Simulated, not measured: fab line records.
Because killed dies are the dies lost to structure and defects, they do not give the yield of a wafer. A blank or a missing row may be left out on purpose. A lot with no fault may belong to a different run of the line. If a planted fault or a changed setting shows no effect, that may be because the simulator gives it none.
Problem report, 8D (eight disciplines) form, completed by code || flow sky130 || the parts of the form that need people (team, actions taken, sign-off) are left out

1. WHAT IS WRONG
Across 3 wafers from 2 lots, CAPM_CVD_00_THK at SKY_CAPM_THK_MEAS_01 averages 9.37 nm, while fault-free wafers read 15.45 nm with a standard deviation of 0.18. That is -34 standard deviations from the usual mean.
Earliest sighting: wafer L799.3 on film_metro-04 at day 41 11:47. The record has a number at this step for 35 wafers belonging to 12 lots. The rule behind "out" and "out of limits": a value lying over 4 standard deviations away from the usual mean. The other wafers with a number count as sound.

2. WHAT IT IS; WHAT IT IS NOT
{"question": "which readings at this step", "is": "CAPM_CVD_00_THK", "is not": "-"}
{"question": "which lots", "is": "L799, L800", "is not": "L783, L784, L785, L788, L789, L791, L796, L802, L803, L806"}
{"question": "which wafers of those lots", "is": "L799.3, L799.6, L800.6", "is not": "L800.1, L800.5"}
{"question": "read on which gauges", "is": "film_metro-04", "is not": "film_metro-02, film_metro-03"}
{"question": "when", "is": "from day 41 11:47", "is not": "up to then (21 sound wafers); but 11 sound wafers of L800, L802, L803, L806 came after"}

3. SUSPECTS, AND WHAT RULES EACH OUT
Counting: if a tool at a process step up to the reading ran every lot that is out, it stays a suspect. Sound lots after the first of them don't rule it out here, since some wafers of a struck lot are sound.
- ruled out: the gauge at SKY_CAPM_THK_MEAS_01. All the wafers that are out were read on film_metro-04, but those of them that SKY_METAL3_ETCH_17 has rows for are out there too, on other tools.
- pecvd-02 at SKY_CAPM_CVD_00 (deposits SiO2, target thk 15.5 nm): kept. Every lot that is out went through it, the first being L799 (day 41 11:44); the last sound lot it ran before that was L796 (day 40 10:52).
After counting, what remains is pecvd-02 at SKY_CAPM_CVD_00.

4. THE CAUSE (what the simulator had put in)
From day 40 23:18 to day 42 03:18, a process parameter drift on pecvd-02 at SKY_CAPM_CVD_00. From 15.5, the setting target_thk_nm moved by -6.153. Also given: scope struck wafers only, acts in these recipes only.
This tool alone remained once counting was done.

5. THE EFFECT CHAIN, in route order
Each row: a reading whose mean over the struck wafers that have a number lies more than 3 standard deviations from the usual. Scope: only readings with a usual standard deviation given in the record; hours: median across lots of the time from each lot's start at the first step in this table that gives one to its start at this step; sigmas: change in usual standard deviations.
{"hours": 0, "step": "SKY_CAPM_THK_MEAS_01", "reading": "CAPM_CVD_00_THK", "usual": "15.45 nm", "on struck wafers": 9.37, "change": -6.08, "sigmas": -34}
{"hours": 48, "step": "SKY_METAL3_ETCH_17", "reading": "oes_product_au", "usual": "0.753 a.u.", "on struck wafers": 0.602, "change": -0.151, "sigmas": -24}
Process steps it contains:
- SKY_METAL3_ETCH_17: etches SiO2 in C4F8/O2/Ar, stops on TiN, time 3.9 s, target depth 15 nm.

6. HOW IT WOULD HAVE BEEN CAUGHT EARLIER
In this record the first reading out of limits at a measuring or inspecting step was taken at day 41 11:47, 12 hours after the fault began at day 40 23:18.
Of the tool readings at SKY_CAPM_CVD_00 for which the record gives a usual standard deviation, none was out on any struck wafer, so an alarm limit of 4 standard deviations on them would not have fired.
L800, from the lots that are out (2), started SKY_CAPM_CVD_00 on pecvd-02 later than day 41 11:47. Had the tool been put on hold then, it would have been spared.
